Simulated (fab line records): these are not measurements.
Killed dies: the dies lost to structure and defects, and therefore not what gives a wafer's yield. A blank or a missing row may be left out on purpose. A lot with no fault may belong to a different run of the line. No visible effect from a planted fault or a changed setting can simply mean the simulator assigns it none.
fab line records	flow sky130
record lots=24	wafers=72	last_day=50
route steps=708 shown CONTACT@425 METAL2@499 VIA3@586 CAP2M@603 METAL5@665 PASSIVATION@684
lots that met no fault: from a run of the same line without faults
start_h: hours from the record's first day to the start of the lot's first wafer shown	wait_h: hours elapsed since this lot's preceding step	" same as the row above	L1.1+2: a row that stands for several wafers	- no value, or no start given	* or withheld: withheld	< > ~ a bound
route shown NAME@n: names a module that has steps shown in the file, with the first one's number in the route	usual: the fault-free wafers' mean and standard deviation	same: alike in all rows	chamber/n: place in a boat	sites: the reading at each site	_std_site: the values' standard deviation	_edge_site: outer sites' mean less inner sites'	radius_mm: for every site, how far away it sits from the centre of the wafer	mask NAME#n: copy n	behind: the last tool/chamber to shape the wafer	hold: what put the lot on hold/how long, in hours/how the hold closed	device: names the non-switching transistor (n, p or np)	end of line: tests of these same wafers at the route's end	a step given without rows: its recipe and nothing more	killed: at the first sort, the dies lost to defects and structure; wafer yield is something else	map: a wafer's dies, x killed, . not, _ none there
set.NAME: the run value of the setting; set.NAME@STEP: its run value at that earlier step	model.NAME: the simulator's own value behind a step, which no gauge read
route steps across a sampled set of lots; one table per step, one row per wafer
services: when a tool's chamber went out of use (start_h, in hours from the record's first day, below 0 if earlier), for how many hours, and the reason
## steps
# step SKY_CONTACT_STRIP_19
# recipe chemistry=O2/N2	power_w=1400	pressure_mtorr=1500	platen_temp_c=withheld	o2_flow_sccm=3000	n2_flow_sccm=300	overash_fraction=0.5
# usual drypump_motor_current_A=5.8/0.3	oes_product_au=0.382/0.0049	strip_time_to_endpoint_s=3.63/0.043
# same overash_fraction=0.5
lot.wafer	tool	chamber	start_h	wait_h	drypump_motor_current_A	oes_product_au	rf_hours_counter_h	strip_time_to_endpoint_s
L074.1	plasma_asher-02	1	741.07	-	5.8	0.388	31	3.59
L074.2	"	0	"	"	5.6	0.384	31	3.62
L074.5	"	0	"	"	5.6	0.376	-	3.58
L075.2	plasma_asher-04	1	750.88	-	5.7	0.385	56	3.69
L075.3	"	1	"	"	5.7	0.390	-	3.61
L075.4	"	0	"	"	6.0	0.377	-	3.58
L076.2	plasma_asher-04	0	762.97	-	6.0	0.377	57	3.67
L076.4	"	1	"	"	5.7	0.382	-	3.64
L076.5	"	0	"	"	6.0	0.375	-	3.59
L077.2	plasma_asher-04	0	777.97	-	6.0	0.377	59	3.62
L077.3	"	0	"	"	6.0	0.383	-	3.64
L077.5	"	0	"	"	6.0	0.382	-	3.65
L079.2	plasma_asher-02	1	779.99	-	5.8	0.375	35	3.61
L079.4	"	0	"	"	5.6	0.376	-	3.61
L079.5	"	0	"	"	5.6	0.380	-	3.60
L078.2	plasma_asher-04	1	786.59	-	5.7	0.391	60	3.66
L078.3	"	1	"	"	5.7	0.384	-	3.64
L078.5	"	0	"	"	6.0	0.389	-	3.68
L080.3	plasma_asher-02	0	793.17	-	5.6	0.383	-	3.69
L080.4	"	1	"	"	5.8	0.373	-	3.61
L080.5	"	1	"	"	5.8	0.391	-	3.67
L081.3	plasma_asher-01	0	804.02	-	6.4	0.381	-	3.63
L081.4	"	1	"	"	5.4	0.373	-	3.67
L081.6	"	0	"	"	6.4	0.375	-	3.58
L082.2	plasma_asher-04	1	810.55	-	5.6	0.388	62	3.67
L082.3	"	0	"	"	6.0	0.387	-	3.62
L082.5	"	0	"	"	6.0	0.377	-	3.62
L083.1	plasma_asher-04	0	825.69	-	5.9	0.381	64	3.72
L083.5	"	1	"	"	5.7	0.380	-	3.67
L083.6	"	0	"	"	6.0	0.386	-	3.71
L084.1	plasma_asher-04	0	834.03	-	6.0	0.381	65	3.70
L084.3	"	1	"	"	5.7	0.389	-	3.61
L084.5	"	0	"	"	6.0	0.388	-	3.70
L085.1	plasma_asher-01	1	838.14	-	5.4	0.383	9	3.63
L085.4	"	1	"	"	5.4	0.379	-	3.54
L085.6	"	0	"	"	6.3	0.383	-	3.64
L086.1	plasma_asher-02	1	840.84	-	5.8	0.381	40	3.62
L086.3	"	1	"	"	5.8	0.380	-	3.65
L086.5	"	1	"	"	5.8	0.386	-	3.63
L087.1	plasma_asher-01	1	846.68	-	5.4	0.379	10	3.62
L087.3	"	0	"	"	6.3	0.385	-	3.59
L087.6	"	1	"	"	5.4	0.385	-	3.64
L088.2	plasma_asher-02	0	864.04	-	5.6	0.385	42	3.65
L088.3	"	1	"	"	5.7	0.379	-	3.65
L088.4	"	0	"	"	5.6	0.372	-	3.62
L089.2	plasma_asher-01	1	868.98	-	5.4	0.375	12	3.65
L089.5	"	1	"	"	5.4	0.382	-	3.62
L089.6	"	0	"	"	6.4	0.390	-	3.68
L090.1	plasma_asher-01	0	872.54	-	6.4	0.385	13	3.66
L090.4	"	1	"	"	5.4	0.384	-	3.70
L090.5	"	0	"	"	6.3	0.385	-	3.56
L091.2	plasma_asher-04	1	875.17	-	5.7	0.381	69	3.59
L091.4	"	0	"	"	6.0	0.381	-	3.61
L091.6	"	0	"	"	6.0	0.387	-	3.62
L092.1	plasma_asher-04	0	882.02	-	6.0	0.387	70	3.65
L092.2	"	1	"	"	5.7	0.379	70	3.52
L092.4	"	0	"	"	6.0	0.390	-	3.66
L094.2	plasma_asher-01	1	891.12	-	5.4	0.373	15	3.54
L094.3	"	0	"	"	6.4	0.388	-	3.64
L094.5	"	1	"	"	5.4	0.375	-	3.52
L093.1	plasma_asher-04	0	893.80	-	6.0	0.374	71	3.65
L093.2	"	1	"	"	5.7	0.377	71	3.62
L093.6	"	1	"	"	5.7	0.381	-	3.51
L095.1	plasma_asher-04	0	904.94	-	6.0	0.382	73	3.62
L095.3	"	0	"	"	6.0	0.387	-	3.67
L095.5	"	0	"	"	6.0	0.382	-	3.66
L096.1	plasma_asher-01	0	909.14	-	6.4	0.379	16	3.68
L096.5	"	0	"	"	6.3	0.379	-	3.65
L096.6	"	1	"	"	5.4	0.393	-	3.66
L097.2	plasma_asher-01	0	910.67	-	6.4	0.377	17	3.60
L097.3	"	1	"	"	5.4	0.375	-	3.63
L097.4	"	0	"	"	6.4	0.381	-	3.65
# step SKY_METAL2_OVL_MEAS_16
# usual METAL2_OVL=-2/5
lot.wafer	tool	chamber	start_h	wait_h	METAL2_OVL[nm]
L074.1	overlay-01	-	829.77	0.1	-2
L074.2	"	-	"	"	-6
L074.5	"	-	"	"	-5
L075.2	overlay-01	-	838.33	0.1	3
L075.3	"	-	"	"	5
L075.4	"	-	"	"	5
L076.2	overlay-01	-	848.67	0.1	5
L076.4	"	-	"	"	-3
L076.5	"	-	"	"	-5
L077.2	overlay-02	-	862.62	0.1	-2
L077.3	"	-	"	"	-2
L077.5	"	-	"	"	0
L079.2	overlay-02	-	865.17	0.1	3
L079.4	"	-	"	"	-2
L079.5	"	-	"	"	6
L078.2	overlay-01	-	870.83	0.1	-2
L078.3	"	-	"	"	-7
L078.5	"	-	"	"	-4
L080.3	overlay-02	-	877.78	0.1	-1
L080.4	"	-	"	"	-7
L080.5	"	-	"	"	0
L081.3	overlay-01	-	889.13	0.1	4
L081.4	"	-	"	"	2
L081.6	"	-	"	"	1
L082.2	overlay-02	-	892.78	0.1	0
L082.3	"	-	"	"	-5
L082.5	"	-	"	"	-8
L083.1	overlay-02	-	909.22	0.1	-4
L083.5	"	-	"	"	3
L083.6	"	-	"	"	-4
L084.1	overlay-01	-	916.05	0.1	-7
L084.3	"	-	"	"	-7
L084.5	"	-	"	"	-4
L085.1	overlay-01	-	920.00	0.1	-9
L085.4	"	-	"	"	2
L085.6	"	-	"	"	-10
L086.1	overlay-01	-	921.32	0.1	4
L086.3	"	-	"	"	-1
L086.5	"	-	"	"	1
L087.1	overlay-02	-	928.85	0.1	4
L087.3	"	-	"	"	-1
L087.6	"	-	"	"	-5
L088.2	overlay-02	-	944.13	0.1	7
L088.3	"	-	"	"	8
L088.4	"	-	"	"	13
L089.2	overlay-01	-	948.93	0.1	-2
L089.5	"	-	"	"	-7
L089.6	"	-	"	"	2
L090.1	overlay-02	-	953.00	0.1	1
L090.4	"	-	"	"	-2
L090.5	"	-	"	"	5
L091.2	overlay-01	-	955.41	0.1	-12
L091.4	"	-	"	"	-9
L091.6	"	-	"	"	-5
L092.1	overlay-01	-	962.42	0.1	0
L092.2	"	-	"	"	-11
L092.4	"	-	"	"	-1
L094.2	overlay-02	-	970.91	0.1	-7
L094.3	"	-	"	"	-8
L094.5	"	-	"	"	-11
L093.1	overlay-01	-	972.42	0.1	1
L093.2	"	-	"	"	-1
L093.6	"	-	"	"	-1
L095.1	overlay-02	-	984.47	0.1	-9
L095.3	"	-	"	"	-7
L095.5	"	-	"	"	-3
L096.1	overlay-02	-	988.57	0.1	4
L096.5	"	-	"	"	1
L096.6	"	-	"	"	-1
L097.2	overlay-01	-	989.52	0.1	-5
L097.3	"	-	"	"	-7
L097.4	"	-	"	"	-5
# step SKY_VIA3_OVL_MEAS_13
# usual VIA3_OVL=-6/5.4
lot.wafer	tool	chamber	start_h	wait_h	VIA3_OVL[nm]
L074.1	overlay-01	-	939.10	0.1	-7
L074.2	"	-	"	"	-5
L074.5	"	-	"	"	-8
L075.2	overlay-01	-	945.07	0.1	-6
L075.3	"	-	"	"	-7
L075.4	"	-	"	"	-8
L076.2	overlay-02	-	955.47	0.1	-5
L076.4	"	-	"	"	-2
L076.5	"	-	"	"	-4
L077.2	overlay-02	-	968.02	0.1	-1
L077.3	"	-	"	"	-13
L077.5	"	-	"	"	-6
L079.2	overlay-01	-	971.38	0.1	-1
L079.4	"	-	"	"	4
L079.5	"	-	"	"	3
L078.2	overlay-01	-	977.11	0.1	-1
L078.3	"	-	"	"	-4
L078.5	"	-	"	"	-1
L080.3	overlay-01	-	983.14	0.1	-5
L080.4	"	-	"	"	-7
L080.5	"	-	"	"	5
L081.3	overlay-01	-	992.78	0.1	-8
L081.4	"	-	"	"	1
L081.6	"	-	"	"	-7
L082.2	overlay-02	-	998.37	0.1	-14
L082.3	"	-	"	"	-4
L082.5	"	-	"	"	-8
L083.1	overlay-02	-	1013.02	0.1	-4
L083.5	"	-	"	"	-3
L083.6	"	-	"	"	-2
L084.1	overlay-02	-	1017.70	0.1	-13
L084.3	"	-	"	"	-11
L084.5	"	-	"	"	-3
L085.1	overlay-02	-	1022.92	0.1	-7
L085.4	"	-	"	"	-9
L085.6	"	-	"	"	-5
L086.1	overlay-02	-	1023.77	0.1	-7
L086.3	"	-	"	"	-4
L086.5	"	-	"	"	-8
L087.1	overlay-02	-	1030.37	0.1	-3
L087.3	"	-	"	"	-3
L087.6	"	-	"	"	-17
L088.2	overlay-01	-	1042.86	0.1	-9
L088.3	"	-	"	"	-2
L088.4	"	-	"	"	-11
L089.2	overlay-02	-	1048.11	0.1	9
L089.5	"	-	"	"	-2
L089.6	"	-	"	"	10
L090.1	overlay-02	-	1050.85	0.1	-6
L090.4	"	-	"	"	-11
L090.5	"	-	"	"	-16
L091.2	overlay-01	-	1055.88	0.1	4
L091.4	"	-	"	"	-2
L091.6	"	-	"	"	-2
L092.1	overlay-02	-	1061.87	0.1	3
L092.2	"	-	"	"	-14
L092.4	"	-	"	"	-8
L094.2	overlay-02	-	1067.43	0.1	-14
L094.3	"	-	"	"	-7
L094.5	"	-	"	"	-9
L093.1	overlay-02	-	1070.05	0.1	0
L093.2	"	-	"	"	-10
L093.6	"	-	"	"	-7
L095.1	overlay-02	-	1080.37	0.1	-19
L095.3	"	-	"	"	-12
L095.5	"	-	"	"	-16
L096.1	overlay-01	-	1085.40	0.1	-7
L096.5	"	-	"	"	-2
L096.6	"	-	"	"	-15
L097.2	overlay-02	-	1085.76	0.1	-11
L097.3	"	-	"	"	-5
L097.4	"	-	"	"	-12
# step SKY_CAP2M_CVD_00
# recipe material=SiO2	target_thk_nm=15.5	temp_c=400	time_s=withheld	rf_w=450
# usual heater_power_w=737/75
lot.wafer	tool	chamber	start_h	wait_h	heater_power_w
L074.1	pecvd-01	2	940.68	0.0	829
L074.2	"	0	"	"	627
L074.5	"	2	"	"	848
L075.2	pecvd-03	2	946.71	0.0	693
L075.3	"	0	"	"	831
L075.4	"	0	"	"	806
L076.2	pecvd-03	2	957.22	0.0	613
L076.4	"	1	"	"	767
L076.5	"	2	"	"	616
L077.2	pecvd-04	1	969.58	0.0	702
L077.3	"	0	"	"	753
L077.5	"	0	"	"	764
L079.2	pecvd-03	0	973.00	0.0	793
L079.4	"	1	"	"	753
L079.5	"	2	"	"	717
L078.2	pecvd-03	1	978.66	0.0	687
L078.3	"	0	"	"	798
L078.5	"	0	"	"	806
L080.3	pecvd-01	1	984.70	0.0	693
L080.4	"	2	"	"	821
L080.5	"	0	"	"	677
L081.3	pecvd-04	1	994.31	0.0	738
L081.4	"	2	"	"	772
L081.6	"	0	"	"	755
L082.2	pecvd-04	2	999.91	0.0	779
L082.3	"	1	"	"	690
L082.5	"	2	"	"	773
L083.1	pecvd-04	2	1014.61	0.0	826
L083.5	"	2	"	"	807
L083.6	"	0	"	"	711
L084.1	pecvd-04	0	1019.26	0.0	631
L084.3	"	1	"	"	649
L084.5	"	0	"	"	619
L085.1	pecvd-04	2	1024.48	0.0	722
L085.4	"	1	"	"	714
L085.6	"	0	"	"	694
L086.1	pecvd-01	1	1025.31	0.0	792
L086.3	"	2	"	"	814
L086.5	"	0	"	"	691
L087.1	pecvd-03	0	1032.00	0.0	885
L087.3	"	2	"	"	674
L087.6	"	2	"	"	689
L088.2	pecvd-03	0	1044.55	0.0	885
L088.3	"	2	"	"	731
L088.4	"	0	"	"	886
L089.2	pecvd-03	2	1049.68	0.0	666
L089.5	"	1	"	"	661
L089.6	"	0	"	"	879
L090.1	pecvd-04	0	1052.40	0.0	687
L090.4	"	1	"	"	687
L090.5	"	2	"	"	817
L091.2	pecvd-04	0	1057.42	0.0	676
L091.4	"	0	"	"	653
L091.6	"	2	"	"	850
L092.1	pecvd-01	2	1063.68	0.0	754
L092.2	"	0	"	"	673
L092.4	"	0	"	"	687
L094.2	pecvd-04	1	1068.97	0.0	615
L094.3	"	2	"	"	832
L094.5	"	2	"	"	810
L093.1	pecvd-03	0	1071.97	0.0	855
L093.2	"	1	"	"	783
L093.6	"	1	"	"	783
L095.1	pecvd-01	1	1081.91	0.0	823
L095.3	"	2	"	"	734
L095.5	"	0	"	"	671
L096.1	pecvd-01	2	1087.50	0.0	815
L096.5	"	0	"	"	577
L096.6	"	2	"	"	822
L097.2	pecvd-04	1	1087.80	0.0	644
L097.3	"	0	"	"	648
L097.4	"	1	"	"	637
# step SKY_METAL5_SPUTTER_04
# recipe material=TiN	target_thk_nm=70	power_w=6500	time_s=58.3	chamber_pressure_pa=0.4
# usual throttle_valve_pct=30.1/0.62
lot.wafer	tool	chamber	start_h	wait_h	throttle_valve_pct
L074.1	pvd_sputter-02	-	1016.06	0.0	30.9
L074.2	"	-	"	"	30.4
L074.5	"	-	"	"	30.9
L075.2	pvd_sputter-03	-	1022.94	0.0	29.3
L075.3	"	-	"	"	30.1
L075.4	"	-	"	"	30.9
L076.2	pvd_sputter-02	-	1033.57	0.0	31.1
L076.4	"	-	"	"	30.2
L076.5	"	-	"	"	30.0
L077.2	pvd_sputter-02	-	1044.01	0.0	31.1
L077.3	"	-	"	"	30.4
L077.5	"	-	"	"	30.4
L079.2	pvd_sputter-03	-	1046.34	0.0	29.3
L079.4	"	-	"	"	29.9
L079.5	"	-	"	"	28.9
L078.2	pvd_sputter-02	-	1053.94	0.0	30.6
L078.3	"	-	"	"	29.9
L078.5	"	-	"	"	30.4
L080.3	pvd_sputter-02	-	1056.73	0.0	30.9
L080.4	"	-	"	"	30.4
L080.5	"	-	"	"	30.3
L081.3	pvd_sputter-03	-	1066.91	0.0	28.9
L081.4	"	-	"	"	29.6
L081.6	"	-	"	"	30.1
L082.2	pvd_sputter-03	-	1072.23	0.0	30.8
L082.3	"	-	"	"	29.7
L082.5	"	-	"	"	29.9
L083.1	pvd_sputter-04	-	1086.26	0.0	29.1
L083.5	"	-	"	"	29.3
L083.6	"	-	"	"	29.2
L084.1	pvd_sputter-03	-	1089.06	0.0	29.8
L084.3	"	-	"	"	30.1
L084.5	"	-	"	"	29.3
L085.1	pvd_sputter-03	-	1093.32	0.0	30.8
L085.4	"	-	"	"	29.8
L085.6	"	-	"	"	31.0
L086.1	pvd_sputter-02	-	1093.50	0.0	30.1
L086.3	"	-	"	"	31.0
L086.5	"	-	"	"	30.5
L087.1	pvd_sputter-02	-	1101.54	0.0	30.4
L087.3	"	-	"	"	30.7
L087.6	"	-	"	"	30.3
L088.2	pvd_sputter-02	-	1112.37	0.0	31.1
L088.3	"	-	"	"	30.2
L088.4	"	-	"	"	30.2
L089.2	pvd_sputter-03	-	1116.88	0.0	31.1
L089.5	"	-	"	"	30.8
L089.6	"	-	"	"	29.7
L090.1	pvd_sputter-03	-	1118.26	0.0	31.0
L090.4	"	-	"	"	29.4
L090.5	"	-	"	"	30.2
L091.2	pvd_sputter-02	-	1125.91	0.0	30.4
L091.4	"	-	"	"	30.5
L091.6	"	-	"	"	30.3
L092.1	pvd_sputter-03	-	1131.64	0.0	29.2
L092.2	"	-	"	"	29.7
L092.4	"	-	"	"	29.7
L094.2	pvd_sputter-03	-	1134.30	0.0	29.8
L094.3	"	-	"	"	29.1
L094.5	"	-	"	"	31.0
L093.1	pvd_sputter-02	-	1135.49	0.0	30.4
L093.2	"	-	"	"	30.7
L093.6	"	-	"	"	30.2
L095.1	pvd_sputter-03	-	1146.41	0.0	29.0
L095.3	"	-	"	"	29.6
L095.5	"	-	"	"	30.9
L096.1	pvd_sputter-04	-	1153.01	0.0	29.6
L096.5	"	-	"	"	29.2
L096.6	"	-	"	"	29.3
L097.2	pvd_sputter-02	-	1153.30	0.0	30.4
L097.3	"	-	"	"	30.6
L097.4	"	-	"	"	30.4
# step SKY_PASSIVATION_THK_MEAS_03
# recipe reads=Si3N4_of_PASSIVATION_CVD_02
# usual PASSIVATION_CVD_02_THK=541/9.4
lot.wafer	tool	chamber	start_h	wait_h	PASSIVATION_CVD_02_THK[nm]
L074.1	film_metro-01	-	1039.80	-	529
L074.2	"	-	"	"	517
L074.5	"	-	"	"	541
L075.2	film_metro-03	-	1046.13	-	545
L075.3	"	-	"	"	537
L075.4	"	-	"	"	544
L076.2	film_metro-04	-	1057.16	-	540
L076.4	"	-	"	"	546
L076.5	"	-	"	"	544
L077.2	film_metro-01	-	1067.66	-	532
L077.3	"	-	"	"	534
L077.5	"	-	"	"	538
L079.2	film_metro-01	-	1069.58	-	541
L079.4	"	-	"	"	547
L079.5	"	-	"	"	547
L078.2	film_metro-01	-	1076.18	-	550
L078.3	"	-	"	"	545
L078.5	"	-	"	"	554
L080.3	film_metro-03	-	1079.19	-	536
L080.4	"	-	"	"	547
L080.5	"	-	"	"	546
L081.3	film_metro-01	-	1088.99	-	538
L081.4	"	-	"	"	547
L081.6	"	-	"	"	546
L082.2	film_metro-03	-	1094.53	-	515
L082.3	"	-	"	"	543
L082.5	"	-	"	"	540
L083.1	film_metro-01	-	1107.48	-	519
L083.5	"	-	"	"	527
L083.6	"	-	"	"	550
L084.1	film_metro-04	-	1111.07	-	528
L084.3	"	-	"	"	538
L084.5	"	-	"	"	545
L085.1	film_metro-04	-	1115.17	-	550
L085.4	"	-	"	"	563
L085.6	"	-	"	"	551
L086.1	film_metro-04	-	1115.70	-	544
L086.3	"	-	"	"	550
L086.5	"	-	"	"	548
L087.1	film_metro-04	-	1123.39	-	529
L087.3	"	-	"	"	551
L087.6	"	-	"	"	541
L088.2	film_metro-01	-	1133.26	-	546
L088.3	"	-	"	"	515
L088.4	"	-	"	"	522
L089.2	film_metro-04	-	1135.99	-	552
L089.5	"	-	"	"	558
L089.6	"	-	"	"	552
L090.1	film_metro-04	-	1138.28	-	536
L090.4	"	-	"	"	549
L090.5	"	-	"	"	558
L091.2	film_metro-01	-	1145.47	-	527
L091.4	"	-	"	"	545
L091.6	"	-	"	"	537
L092.1	film_metro-01	-	1151.67	-	535
L092.2	"	-	"	"	537
L092.4	"	-	"	"	540
L094.2	film_metro-03	-	1154.78	-	538
L094.3	"	-	"	"	540
L094.5	"	-	"	"	552
L093.1	film_metro-04	-	1155.57	-	533
L093.2	"	-	"	"	545
L093.6	"	-	"	"	547
L095.1	film_metro-01	-	1165.92	-	534
L095.3	"	-	"	"	537
L095.5	"	-	"	"	552
L096.1	film_metro-03	-	1172.22	-	548
L096.5	"	-	"	"	542
L096.6	"	-	"	"	535
L097.2	film_metro-03	-	1172.29	-	537
L097.3	"	-	"	"	530
L097.4	"	-	"	"	548
## services
tool	chamber	start_h	hours	kind
plasma_asher-01	-	733.75	9.0	pm
pecvd-03	1	739.91	7.6	repair
pecvd-04	0	752.66	8.5	repair
pvd_sputter-03	-	763.70	1.2	repair
pecvd-03	-	779.94	2.8	pm
pecvd-04	-	853.29	2.2	repair
pecvd-03	-	878.55	0.5	repair
pecvd-04	-	912.18	0.6	repair
plasma_asher-01	-	913.00	7.8	repair
pvd_sputter-02	-	941.62	1.5	repair
pecvd-04	1	947.82	17.3	repair
pvd_sputter-03	-	998.02	3.0	repair
pvd_sputter-03	-	1011.24	1.3	repair
plasma_asher-01	-	1017.71	6.1	repair
pecvd-04	0	1029.25	12.3	repair
pvd_sputter-02	-	1034.83	4.2	repair
plasma_asher-04	-	1036.06	6.7	pm
pecvd-04	-	1082.09	1.0	repair
pecvd-03	-	1088.19	0.6	repair
pecvd-04	-	1089.93	0.2	repair
pecvd-04	-	1108.31	1.2	repair
plasma_asher-01	-	1119.01	2.8	pm
pvd_sputter-02	-	1123.57	1.4	repair
pvd_sputter-02	-	1139.18	1.3	repair
## key
fault none
